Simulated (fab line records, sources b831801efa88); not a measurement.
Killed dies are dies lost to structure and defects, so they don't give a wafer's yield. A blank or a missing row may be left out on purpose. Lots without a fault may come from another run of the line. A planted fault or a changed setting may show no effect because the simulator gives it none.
Which tool did it? | flow gf180mcu | 12 lots, 36 wafers sampled, at 5 steps of a route of 602

WHAT THE GAUGES READ, wafer by wafer
GF_M3_THK_MEAS_06: measures by xrf.
lot  | measured     | on            | M3_ALCU_THK (nm)
L867 | day 21 00:23 | film_metro-01 | 461 455 463
L870 | day 22 04:58 | film_metro-04 | 467 460 457
L872 | day 23 07:53 | film_metro-04 | 461 461 468
L873 | day 23 13:40 | film_metro-02 | 448 455 451
L874 | day 23 17:35 | film_metro-02 | 453 442 445
L876 | day 24 12:44 | film_metro-04 | 449 458 453
L877 | day 24 16:27 | film_metro-02 | 452 449 455
L878 | day 24 23:07 | film_metro-01 | 459 463 455
L880 | day 25 16:29 | film_metro-04 | 459 459 461
L882 | day 26 06:44 | film_metro-01 | 452 445 446
L886 | day 27 08:58 | film_metro-01 | 466 461 463
L887 | day 27 14:12 | film_metro-01 | 461 462 454

GF_V3_THK_MEAS_25: measures by xrf.
lot  | measured     | on            | V3_W_THK (nm)
L867 | day 23 01:49 | film_metro-03 | 360 360 358
L870 | day 24 05:58 | film_metro-03 | 360 362 358
L872 | day 25 06:46 | film_metro-02 | 353 347 354
L873 | day 25 12:55 | film_metro-02 | 350 348 348
L874 | day 25 16:14 | film_metro-02 | 355 353 351
L876 | day 26 09:34 | film_metro-03 | 362 362 361
L877 | day 26 13:17 | film_metro-02 | 349 350 349
L878 | day 26 19:25 | film_metro-02 | 345 352 352
L880 | day 27 11:55 | film_metro-01 | 360 358 358
L882 | day 28 01:43 | film_metro-03 | 363 364 360
L886 | day 29 02:22 | film_metro-02 | 356 355 363
L887 | day 29 07:22 | film_metro-03 | 365 361 364

WHICH TOOL RAN EACH LOT (tool, then ch and the chambers of the sampled wafers, then the start)
lot  | GF_HV_LDD_COAT_14                 | GF_HV_LDD_STRIP_22                   | GF_M1_METAL_ETCH_16
L867 | litho_track-02 ch 0, day 10 19:50 | plasma_asher-04 ch 0,1, day 11 05:13 | rie_metal-01 ch 0, day 17 17:05
L870 | litho_track-03 ch 0, day 11 20:11 | plasma_asher-01 ch 0,1, day 12 06:07 | rie_metal-04 ch 0,1, day 18 22:19
L872 | litho_track-02 ch 0, day 12 16:55 | plasma_asher-02 ch 0,1, day 13 03:09 | rie_metal-01 ch 0,1, day 20 01:08
L873 | litho_track-02 ch 0, day 12 23:13 | plasma_asher-04 ch 0,1, day 13 09:32 | rie_metal-01 ch 0,1, day 20 08:10
L874 | litho_track-03 ch 0, day 13 02:35 | plasma_asher-02 ch 0,1, day 13 12:53 | rie_metal-04 ch 0,1, day 20 12:16
L876 | litho_track-02 ch 0, day 13 18:47 | plasma_asher-01 ch 0,1, day 14 05:03 | rie_metal-03 ch 0,1, day 21 08:43
L877 | litho_track-02 ch 0, day 13 23:55 | plasma_asher-02 ch 0,1, day 14 10:46 | rie_metal-04 ch 1, day 21 13:43
L878 | litho_track-03 ch 0, day 14 05:34 | plasma_asher-02 ch 0,1, day 14 16:20 | rie_metal-01 ch 1, day 21 20:07
L880 | litho_track-01 ch 0, day 14 22:42 | plasma_asher-01 ch 0,1, day 15 09:46 | rie_metal-01 ch 0,1, day 22 15:07
L882 | litho_track-02 ch 0, day 15 12:16 | plasma_asher-04 ch 0,1, day 15 23:41 | rie_metal-03 ch 0,1, day 23 06:38
L886 | litho_track-03 ch 0, day 16 17:47 | plasma_asher-04 ch 0,1, day 17 05:37 | rie_metal-04 ch 0,1, day 24 11:19
L887 | litho_track-03 ch 0, day 16 22:46 | plasma_asher-04 ch 0,1, day 17 11:07 | rie_metal-03 ch 0,1, day 24 16:43
- GF_HV_LDD_COAT_14: resist thk 1000 nm.
- GF_HV_LDD_STRIP_22: strips in O2/N2.
- GF_M1_METAL_ETCH_16: etches the open film in Cl2/BCl3, stops on SiO2, target depth 750.8 nm, time 125.1 s.

WHAT THE TOOLS THEMSELVES READ (means of the sampled wafers that have a number; where no wafer has one, the mark that the record gives instead)
GF_HV_LDD_COAT_14.
lot  | tool           | exhaust_pa (Pa) | spin_speed_rpm (rpm)
L867 | litho_track-02 | 45.2            | 2998.3
L870 | litho_track-03 | 46.3            | 2997.6
L872 | litho_track-02 | 45.1            | 2998.7
L873 | litho_track-02 | 45.4            | 3003.2
L874 | litho_track-03 | 45.1            | 3000.4
L876 | litho_track-02 | 44.6            | 3003.2
L877 | litho_track-02 | 44.2            | 3321.4
L878 | litho_track-03 | 45.5            | 3001.4
L880 | litho_track-01 | 45.3            | 3001.7
L882 | litho_track-02 | 44.5            | 3320.1
L886 | litho_track-03 | 45.0            | 3000.2
L887 | litho_track-03 | 45.8            | 2999.8

GF_HV_LDD_STRIP_22.
lot  | tool            | drypump_motor_current_A (A) | heater_power_w (W) | oes_product_au (a.u.) | strip_time_to_endpoint_s (s)
L867 | plasma_asher-04 | 5.5                         | 343                | 0.715                 | 12.65
L870 | plasma_asher-01 | 5.8                         | 302                | 0.712                 | 12.55
L872 | plasma_asher-02 | 5.8                         | 321                | 0.714                 | 12.59
L873 | plasma_asher-04 | 5.4                         | 337                | 0.722                 | 12.65
L874 | plasma_asher-02 | 5.8                         | 325                | 0.710                 | 12.62
L876 | plasma_asher-01 | 6.0                         | 330                | 0.719                 | 12.64
L877 | plasma_asher-02 | 5.8                         | 322                | 0.716                 | 12.04
L878 | plasma_asher-02 | 5.8                         | 324                | 0.715                 | 12.62
L880 | plasma_asher-01 | 5.8                         | 302                | 0.713                 | 12.55
L882 | plasma_asher-04 | 5.4                         | 339                | 0.717                 | 12.11
L886 | plasma_asher-04 | 5.5                         | 343                | 0.714                 | 12.59
L887 | plasma_asher-04 | 5.4                         | 338                | 0.713                 | 12.62

GF_M1_METAL_ETCH_16.
lot  | tool         | bcl3_flow_sccm (sccm) | bias_w (W) | drypump_motor_current_A (A) | mfc_cl2_sccm (sccm) | oes_product_au (a.u.) | throttle_valve_pct (%)
L867 | rie_metal-01 | 39.92                 | 140.0      | 5.9                         | 80.61               | 0.982                 | 28.232
L870 | rie_metal-04 | 40.02                 | 140.0      | 5.9                         | 80.20               | 0.993                 | 28.221
L872 | rie_metal-01 | 40.02                 | 140.2      | 5.7                         | 79.84               | 0.973                 | 28.240
L873 | rie_metal-01 | 40.02                 | 139.6      | 5.7                         | 79.77               | 0.990                 | 28.241
L874 | rie_metal-04 | 40.01                 | 139.7      | 5.6                         | 80.13               | 0.996                 | 28.231
L876 | rie_metal-03 | 40.10                 | 139.9      | 5.7                         | 80.03               | 0.991                 | 28.224
L877 | rie_metal-04 | 40.03                 | 140.1      | 5.2                         | 79.83               | 0.997                 | 28.219
L878 | rie_metal-01 | 40.01                 | 140.0      | 5.5                         | 80.27               | 0.987                 | 28.226
L880 | rie_metal-01 | 40.01                 | 140.2      | 5.8                         | 79.94               | 0.990                 | 28.235
L882 | rie_metal-03 | 40.08                 | 140.4      | 5.7                         | 79.76               | 0.990                 | 28.219
L886 | rie_metal-04 | 40.07                 | 139.7      | 5.9                         | 79.83               | 0.990                 | 28.223
L887 | rie_metal-03 | 40.01                 | 140.4      | 5.8                         | 79.99               | 0.990                 | 28.217

THE ANSWER, worked out from the rows above alone
Rule: what is usual is taken from the lots themselves. Put in order of their means at a reading, lots are off if they are a third of the lots or fewer, leave a main group of 4 or more, and stand apart from it by a gap of 3 or more times the standard deviation of the main group's means; of several such gaps the widest counts. A main group whose means are all the same, to the digits that the tables above print for the reading, isn't used. A lot without any number at a reading at which 4 lots or more have one is off too. The other lots that the step has rows for count as sound. The gauges are gone through in route order, then the tools' own readings, and for those a lot's mean is taken as printed above. The first step at which some lot is off is used, and at that step the reading that is off furthest; a lot without a number counts as furthest.
Off: L877, L882, at GF_HV_LDD_COAT_14 (spin_speed_rpm). The main group: mean 3000.4 rpm, standard deviation 1.8.
A tool fits if, at that step or a process step before it, it ran every lot that is off, and no sound lot after the first of them. One fits: litho_track-02 at GF_HV_LDD_COAT_14. Its last sound lot is L876 (day 13 18:47), its first lot that is off L877 (day 13 23:55): a fault that began between those two fits.
The tool's own readings at GF_HV_LDD_COAT_14 bear it out: on the lots that are off they differ by more than 5 times the standard deviation of the sound lots' means. spin_speed_rpm reads 3320.8 rpm there against 3000.4 rpm on the sound lots.

WHAT THE SIMULATOR HAD PUT IN
Process parameter drift: litho_track-02, from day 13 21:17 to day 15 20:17, at GF_HV_LDD_COAT_14. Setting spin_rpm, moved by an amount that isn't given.
Lots struck among those shown: L877, L882. The rule above found the same.
